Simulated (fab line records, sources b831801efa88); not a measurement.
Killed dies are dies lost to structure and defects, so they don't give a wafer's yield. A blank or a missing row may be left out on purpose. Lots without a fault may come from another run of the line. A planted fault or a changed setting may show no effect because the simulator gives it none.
A struck lot beside a sound one | flow sfq_line | 19 steps out of a route of 325
Sound: wafers L368.1, L368.2, L368.5. Struck: wafers L371.2, L371.4, L371.5. The cause comes at the end.
At each step with rows: each side's tool, then ch and its chambers, then its first start. Under that, the readings that differ: sound wafers | struck wafers | difference of the means | sigmas: that difference in standard deviations of wafers without a fault.
alike: readings whose means differ by less than 2 such deviations, and words and numbers that are the same on both sides. not compared: withheld readings, readings that some wafer has no value for, bounds like >300 that may hide the same value, and numbers for which the record gives no deviation and whose values overlap.
The two part at a step that has a row with sigmas, a row that says differs or no value, or rows on one side only. Numbers that don't overlap but have no deviation are shown without sigmas and don't part them. A reading that every wafer of one side lacks parts them only if that side has two wafers or more.

SFQ_M4_OVL_MEAS_926:
  sound on overlay-02, day 53 19:24; struck on overlay-02, day 54 15:56
  alike: M4_OVL
SFQ_TRILAYER_M4_BARC_OPEN_METAL_ETCH_123: etches BARC in O2, target depth 125 nm, time 41.7 s.
  sound on rie_metal-02 ch 0,1, day 53 19:26; struck on rie_metal-02 ch 0,1, day 54 15:58
  alike: drypump_motor_current_A, oes_product_au
  not compared: rf_hours_counter_h
SFQ_TRILAYER_M4_ETCH_METAL_ETCH_096: etches Nb in Cl2/Ar, stops on SiO2, target depth 240 nm, time 120 s.
  sound on rie_metal-02 ch 0,1, day 53 19:29; struck on rie_metal-02 ch 0,1, day 54 16:01
  alike: drypump_motor_current_A, oes_product_au
  not compared: rf_hours_counter_h
SFQ_TRILAYER_M4_STRIP_STRIP_097: strips in O2.
  sound on rie_metal-02 ch 0,1, day 53 19:37; struck on rie_metal-02 ch 0,1, day 54 16:08
  alike: drypump_motor_current_A, oes_product_au
  not compared: rf_hours_counter_h
then, 2 steps without rows for these wafers: SFQ_TRILAYER_M4_STRIP_SOLV_CLEAN_098 (cleans in NMP, time 600 s); SFQ_TRILAYER_I4_DEP_PECVD_099 (deposits SiO2 from SiH4/N2O, time 111.11 s, target thk 500 nm).
SFQ_TRILAYER_I4_CMP_CMP_100: polishes SiO2.
  sound on cmp-01 ch 0,2, day 54 20:29; struck on cmp-01 ch 1,2,3, day 55 18:54
  alike: head_pressure_psi, motor_current_A, time_to_endpoint_s
SFQ_I4_BOW_MEAS_927:
  sound on film_metro-01, day 54 23:29; struck on film_metro-03, day 55 21:55
  alike: I4_BOW
then, 4 steps without rows for these wafers: SFQ_TRILAYER_I4_METRO_MEASURE_101; SFQ_TRILAYER_I4_VIA_LITHO_COAT_108 (resist thk 62 nm); SFQ_TRILAYER_I4_VIA_LITHO_COAT_103 (resist thk 650 nm); SFQ_TRILAYER_I4_VIA_LITHO_SOFTBAKE_107.
-- the record jumps here: 4 days lie between the struck wafers' starts before and after --
SFQ_TRILAYER_I4_VIA_LITHO_EXPOSE_104: exposes mask I4, target cd 700 nm.
  sound on krf_scanner-01 ch 0, day 59 13:11; struck on krf_scanner-01 ch 0, day 60 00:11
  reading              | sound                | struck               | difference | sigmas
  exposure_dose_mJ_cm2 | 21.279 21.310 21.273 | 20.633 20.572 20.605 | -0.684     | -36
  reticle_temp_C (C)   | 22.73 22.78 22.92    | 23.20 23.28 22.89    | +0.31      | +3
  alike: mask
then, 2 steps without rows for these wafers: SFQ_TRILAYER_I4_VIA_LITHO_PEB_106 (peb time 60 s); SFQ_TRILAYER_I4_VIA_LITHO_DEVELOP_105 (time 60 s).
SFQ_I4_OVL_MEAS_928:
  sound on overlay-01, day 59 14:43; struck on overlay-02, day 60 01:29
  alike: I4_OVL
SFQ_TRILAYER_I4_VIA_BARC_OPEN_VIA_ETCH_146: etches BARC in O2, target depth 125 nm, time 41.7 s.
  sound on rie_diel-01 ch 0,1, day 59 14:44; struck on rie_diel-02 ch 1,2,3, day 60 01:31
  reading             | sound         | struck            | difference | sigmas
  model.I4.cd_nm (nm) | 698 697.5 697 | 693.3 692.6 695.4 | -3.7       |
  alike: drypump_motor_current_A, oes_product_au
  not compared: rf_hours_counter_h
SFQ_TRILAYER_I4_VIA_ETCH_VIA_ETCH_106: etches SiO2 in CHF3, stops on Nb, target depth 260 nm.
  sound on rie_diel-01 ch 0,1, day 59 14:47; struck on rie_diel-02 ch 1,2,3, day 60 01:33
  alike: drypump_motor_current_A, oes_product_au
  not compared: model.I4.cd_nm
SFQ_TRILAYER_I4_VIA_STRIP_STRIP_107: strips in O2.
  sound on rie_metal-03 ch 0,1, day 59 14:54; struck on rie_metal-03 ch 1, day 60 01:40
  alike: drypump_motor_current_A, oes_product_au
  not compared: rf_hours_counter_h

WHERE THEY PART
Only at SFQ_TRILAYER_I4_VIA_LITHO_EXPOSE_104, within this record. Later steps at which nothing parts them and some readings are alike: SFQ_I4_OVL_MEAS_928, SFQ_TRILAYER_I4_VIA_BARC_OPEN_VIA_ETCH_146, SFQ_TRILAYER_I4_VIA_ETCH_VIA_ETCH_106, SFQ_TRILAYER_I4_VIA_STRIP_STRIP_107.

WHY: what the simulator had put in
Process parameter drift: krf_scanner-01, from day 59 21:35 on, at SFQ_TRILAYER_I4_VIA_LITHO_EXPOSE_104. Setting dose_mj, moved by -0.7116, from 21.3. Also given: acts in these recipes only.
